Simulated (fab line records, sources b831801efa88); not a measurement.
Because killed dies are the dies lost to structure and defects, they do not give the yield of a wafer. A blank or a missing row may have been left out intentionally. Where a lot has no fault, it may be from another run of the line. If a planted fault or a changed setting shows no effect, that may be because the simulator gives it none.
Which tool was responsible? -- flow sky130 -- 33 wafers from 11 lots sampled at 6 of the route's 708 steps

WHAT EACH GAUGE READ, for each wafer
SKY_CONTACT_THK_MEAS_03.
lot,measured,on,CONTACT_HDPCVD_THK (nm)
L904,day 30 22:50,film metro-03,569 572 565
L906,day 31 09:11,film metro-03,563 566 563
L905,day 31 09:50,film metro-04,565 574 568
L907,day 31 21:13,film metro-04,568 563 571
L908,day 32 09:12,film metro-02,559 564 565
L912,day 33 23:16,film metro-02,448 453 457
L914,day 34 05:00,film metro-02,444 445 446
L915,day 34 14:04,film metro-04,560 568 573
L923,day 37 02:01,film metro-02,569 572 565
L924,day 37 08:12,film metro-03,568 570 563
L925,day 37 10:22,film metro-02,570 569 564

SKY_METAL1_OVL_MEAS_16.
lot,measured,on,METAL1_OVL (nm)
L904,day 33 07:07,overlay-01,2 -10 -6
L906,day 33 16:56,overlay-02,0 -9 -8
L905,day 33 17:44,overlay-01,11 0 -5
L907,day 34 04:26,overlay-01,6 -3 -7
L908,day 34 17:17,overlay-02,-4 7 -1
L912,day 36 07:19,overlay-01,1 -6 -10
L914,day 36 11:38,overlay-01,-2 8 15
L915,day 36 22:16,overlay-02,-2 8 2
L923,day 39 07:06,overlay-02,-12 -8 -2
L924,day 39 13:09,overlay-02,-4 4 -3
L925,day 39 15:01,overlay-02,-16 -10 -12

SKY_METAL2_RS_MEAS_05: uses a four-point probe to measure.
lot,measured,on,METAL2_ALCU_RS (ohm/sq)
L904,day 34 12:24,film metro-01,0.1276 0.1278 0.1278
L906,day 34 22:13,film metro-04,0.1279 0.1271 0.1273
L905,day 34 23:10,film metro-01,0.1277 0.1273 0.1260
L907,day 35 09:50,film metro-04,0.1276 0.1263 0.1261
L908,day 35 22:53,film metro-02,0.1275 0.1270 0.1280
L912,day 37 12:14,film metro-02,0.1245 0.1251 0.1259
L914,day 37 15:40,film metro-02,0.1259 0.1260 0.1267
L915,day 38 02:22,film metro-01,0.1264 0.1259 0.1269
L923,day 40 10:14,film metro-04,0.1282 0.1281 0.1275
L924,day 40 16:50,film metro-01,0.1266 0.1256 0.1259
L925,day 40 17:58,film metro-04,0.1304 0.1284 0.1291

TOOL THAT RAN EACH LOT (tool first, then ch and the chambers of the sampled wafers, then the start)
lot,SKY_CONTACT_HDPCVD_02,SKY_CONTACT_CMP_04,SKY_METAL1_METAL_ETCH_19
L904,"hdpcvd-01 ch 0,1,2, day 30 22:46","cmp-01 ch 0,2,3, day 30 22:53","rie metal-02 ch 0,1, day 33 07:15"
L906,"hdpcvd-02 ch 0,2, day 31 09:06","cmp-02 ch 0,1,3, day 31 09:14","rie metal-04 ch 0,1, day 33 17:03"
L905,"hdpcvd-01 ch 0,2, day 31 09:46","cmp-01 ch 1,2,3, day 31 09:59","rie metal-02 ch 0,1, day 33 17:52"
L907,"hdpcvd-01 ch 0,1, day 31 21:08","cmp-01 ch 0,3, day 31 21:16","rie metal-01 ch 0,1, day 34 04:34"
L908,"hdpcvd-01 ch 0,1, day 32 09:08","cmp-01 ch 0,3, day 32 09:19","rie metal-02 ch 0,1, day 34 17:25"
L912,"hdpcvd-01 ch 0,1,2, day 33 23:11","cmp-01 ch 0,3, day 33 23:19","rie metal-01 ch 1, day 36 07:26"
L914,"hdpcvd-01 ch 0,2, day 34 04:55","cmp-01 ch 0,1,3, day 34 05:09","rie metal-01 ch 0,1, day 36 11:46"
L915,"hdpcvd-02 ch 0,1,2, day 34 14:00","cmp-02 ch 0,2,3, day 34 14:50","rie metal-04 ch 0,1, day 36 22:23"
L923,"hdpcvd-02 ch 0,1,2, day 37 01:56","cmp-02 ch 0,1, day 37 02:07","rie metal-02 ch 0,1, day 39 07:14"
L924,"hdpcvd-01 ch 0,1,2, day 37 08:07","cmp-02 ch 1,3, day 37 08:17","rie metal-01 ch 0,1, day 39 13:17"
L925,"hdpcvd-01 ch 0,1, day 37 10:17","cmp-02 ch 2,3, day 37 10:25","rie metal-01 ch 0,1, day 39 15:09"
- SKY_CONTACT_HDPCVD_02: deposits SiO2, target thk 565 nm, time 94.2 s.
- SKY_CONTACT_CMP_04: polishes SiO2.
- SKY_METAL1_METAL_ETCH_19: etches the open film in Cl2/BCl3, stops on SiO2, target depth 360 nm, time 78 s.

AS READ BY THE TOOLS THEMSELVES (means over the sampled wafers that have a number; for cases with no such wafer, the mark the record gives instead)
SKY_CONTACT_HDPCVD_02.
lot,tool,run length s (s)
L904,hdpcvd-01,122.3
L906,hdpcvd-02,122.7
L905,hdpcvd-01,122.3
L907,hdpcvd-01,122.1
L908,hdpcvd-01,121.7
L912,hdpcvd-01,103.3
L914,hdpcvd-01,103.4
L915,hdpcvd-02,122.4
L923,hdpcvd-02,122.4
L924,hdpcvd-01,122.0
L925,hdpcvd-01,122.1

SKY_CONTACT_CMP_04.
lot,tool,motor current A (A),time to endpoint s (s)
L904,cmp-01,11.4,88
L906,cmp-02,13.0,85
L905,cmp-01,11.6,83
L907,cmp-01,11.6,83
L908,cmp-01,11.2,85
L912,cmp-01,11.0,41
L914,cmp-01,11.4,37
L915,cmp-02,13.6,85
L923,cmp-02,13.7,95
L924,cmp-02,13.3,91
L925,cmp-02,14.4,87

SKY_METAL1_METAL_ETCH_19.
lot,tool,chamber pressure mTorr (mTorr),drypump motor current A (A),mfc cl2 sccm (sccm),oes product au (a.u.),throttle valve pct (%)
L904,rie metal-02,10.006,5.8,60.02,0.856,22.252
L906,rie metal-04,10.006,5.9,59.90,0.850,22.256
L905,rie metal-02,10.002,5.8,59.86,0.856,22.274
L907,rie metal-01,9.991,5.2,60.13,0.858,22.269
L908,rie metal-02,9.996,5.8,59.81,0.856,22.270
L912,rie metal-01,9.996,5.0,59.68,0.849,22.269
L914,rie metal-01,10.004,5.4,60.08,0.851,22.270
L915,rie metal-04,9.998,6.1,60.00,0.854,22.265
L923,rie metal-02,9.988,5.8,60.06,0.852,22.262
L924,rie metal-01,10.003,5.2,60.00,0.852,22.261
L925,rie metal-01,10.010,5.4,59.99,0.846,22.266

THE ANSWER, worked out from the rows above alone
Rule: the lots themselves supply what counts as usual. Put in order of their means at a reading, lots are off if they are a third of the lots or fewer, leave a main group of 4 or more, and stand apart from it by a gap of 3 or more times the standard deviation of the main group's means; of several such gaps the widest counts. If all means in a main group match to the digits the tables above print for the reading, that group is not used. Also off: a lot with no number at a reading for which 4 or more lots have one. All remaining lots with rows at the step are treated as sound. First the gauges in route order, then the tools' own readings, where a lot's mean is used as printed above. The first step at which some lot is off is used, and at that step the reading that is off furthest; a lot without a number counts as furthest.
Off: L912, L914, at SKY_CONTACT_THK_MEAS_03 (CONTACT_HDPCVD_THK). For the main group the mean is 567 nm and the standard deviation 2.
A tool fits if, at a process step before that reading, it ran every lot that is off, and no sound lot after the first of them. The gauges at SKY_CONTACT_THK_MEAS_03 aren't tried: what is off there is off at SKY_CONTACT_HDPCVD_02 too, on other tools, and a gauge's error can't cause that. Of those tried, none fits.

WHAT THE SIMULATOR HAD PUT IN
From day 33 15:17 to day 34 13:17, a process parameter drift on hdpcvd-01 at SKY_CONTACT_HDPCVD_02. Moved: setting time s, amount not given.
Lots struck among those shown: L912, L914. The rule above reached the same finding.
